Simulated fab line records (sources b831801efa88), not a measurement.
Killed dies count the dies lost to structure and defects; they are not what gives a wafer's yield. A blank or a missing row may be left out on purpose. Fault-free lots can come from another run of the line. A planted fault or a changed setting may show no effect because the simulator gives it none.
Struck lot and sound lot, side by side    flow sky130    38 steps out of a route of 708
Sound: wafers L737.2, L737.4, L737.5. Struck: wafers L749.1, L749.4, L749.5. At the end, the cause is stated.
Per side, at each step with rows, come the tool, then ch with its chambers, and then its first start. Under that, the readings that differ: sound wafers    struck wafers    difference of the means    sigmas: that difference in standard deviations of wafers without a fault.
alike: same words and numbers on both sides, and readings whose means sit less than 2 such deviations apart. not compared: any withheld reading, any reading some wafer has no value for, any bound like >300 that may hide the same value, and any number with overlapping values for which the record gives no deviation.
The two part at a step that has a row with sigmas, a row that says differs or no value, or rows on one side only. Numbers that don't overlap but have no deviation are shown without sigmas and don't part them. A reading missing from all wafers of one side parts the sides only when that side holds two or more wafers.

first, 11 steps without rows for these wafers: SKY_FIELD_ISO_COAT_07 (resist thk 60 nm); SKY_FIELD_ISO_COAT_08 (resist thk 450 nm); SKY_FIELD_ISO_SOFTBAKE_09 (time 90 s); SKY_FIELD_ISO_EXPOSE_10 (exposes mask FOM, target cd 150 nm); SKY_FIELD_ISO_PEB_11; SKY_FIELD_ISO_DEVELOP_12 (develop time 60 s); SKY_FIELD_ISO_ETCH_14 (etches BARC in N2/H2, stops on SiO2, time 45.9 s, target depth 60 nm); SKY_FIELD_ISO_ETCH_15 (etches the open film in CHF3/O2, stops on Si, target depth 180 nm, time 72 s); SKY_FIELD_ISO_STRIP_16 (strips in O2/N2); SKY_FIELD_ISO_ETCH_17 (etches Si in HBr/Cl2/O2, target depth 342 nm, time 97.7 s); SKY_FIELD_ISO_WET_ETCH_18 (etches Si3N4 in H3PO4, target depth 25 nm, time 286 s).
SKY_FIELD_ISO_CLEAN_19: cleans in SC1/SC2, time 150 s.
  sound on wetBench-03 ch 1, day 2 21:12; struck on wetBench-03 ch 0, day 5 11:28
  alike: bathGuardTempC
then, 25 steps without rows for these wafers: SKY_FIELD_ISO_CLEAN_20 (cleans in dHF, time 20 s); SKY_FIELD_ISO_WET_ETCH_21 (etches SiO2 in dHF, target depth 20 nm, time 400 s); SKY_FIELD_ISO_OXIDATION_22 (stabilise 600 s, purge 300 s, target thk 10 nm); SKY_FIELD_ISO_CVD_24 (deposits SiO2, target thk 595 nm, time 99.2 s); SKY_FIELD_ISO_ANNEAL_26 (time 1800 s); SKY_FIELD_ISO_CMP_27 (polishes, stops on Si3N4, t overpolish 16 s, target thk 457.8 nm); SKY_FIELD_ISO_WET_ETCH_28 (etches SiO2 in dHF, target depth 23.7 nm, time 47 s); SKY_FIELD_ISO_WET_ETCH_29 (etches Si3N4 in H3PO4, target depth 160 nm, time 1825 s); SKY_FIELD_ISO_WET_ETCH_30 (etches SiO2 in dHF, target depth 25 nm, time 50 s); SKY_NWELL_CLEAN_00 (cleans in SC1/SC2, time 150 s); SKY_NWELL_OXIDATION_01 (stabilise 600 s, purge 300 s, target thk 10 nm); SKY_DNWELL_DEHYDRATE_00 (time 60 s); SKY_DNWELL_HMDS_01 (prime time 60 s); SKY_DNWELL_COAT_02 (resist thk 3000 nm); SKY_DNWELL_SOFTBAKE_03; SKY_DNWELL_EXPOSE_04 (exposes mask DNM, target cd 3000 nm); SKY_DNWELL_PEB_05; SKY_DNWELL_DEVELOP_06 (develop time 60 s); SKY_DNWELL_IMPLANT_07; SKY_DNWELL_STRIP_08 (strips in O2/N2); SKY_PWDE_DEHYDRATE_00 (time 60 s); SKY_PWDE_HMDS_01 (prime time 60 s); SKY_PWDE_COAT_02 (resist thk 3000 nm); SKY_PWDE_SOFTBAKE_03; SKY_PWDE_EXPOSE_04 (exposes mask PWDEM, target cd 840 nm).
-- the record jumps here: 44 days lie between the struck wafers' starts before and after (it left off in module PWDE and takes up again in module PAD_OPEN, whose first step shown is number 708 of the route) --
SKY_PAD_OPEN_PROBE_99:
  sound on prober-01, day 46 21:04; struck on prober-01, day 49 03:37
reading           sound     struck                                                                   difference                    sigmas
hold              - - -     awaitDispo/3.8h/release awaitDispo/3.8h/release awaitDispo/3.8h/release  no value on the sound wafers  
killedAtContacts  38 26 32  16 18 28                                                                 -11                           -2
killedAtFrontEnd  10 8 12   72 73 78                                                                 +64                           +14
killedDies        92 75 84  127 141 162                                                              +60                           +7
  alike: killed_at_M0_to_M3, killed_at_M4_up, killedAtOther, killedOpen, killedShort

WHERE THEY PART
Within this record, at SKY_PAD_OPEN_PROBE_99 only.

WHY: what had been put in by the simulator
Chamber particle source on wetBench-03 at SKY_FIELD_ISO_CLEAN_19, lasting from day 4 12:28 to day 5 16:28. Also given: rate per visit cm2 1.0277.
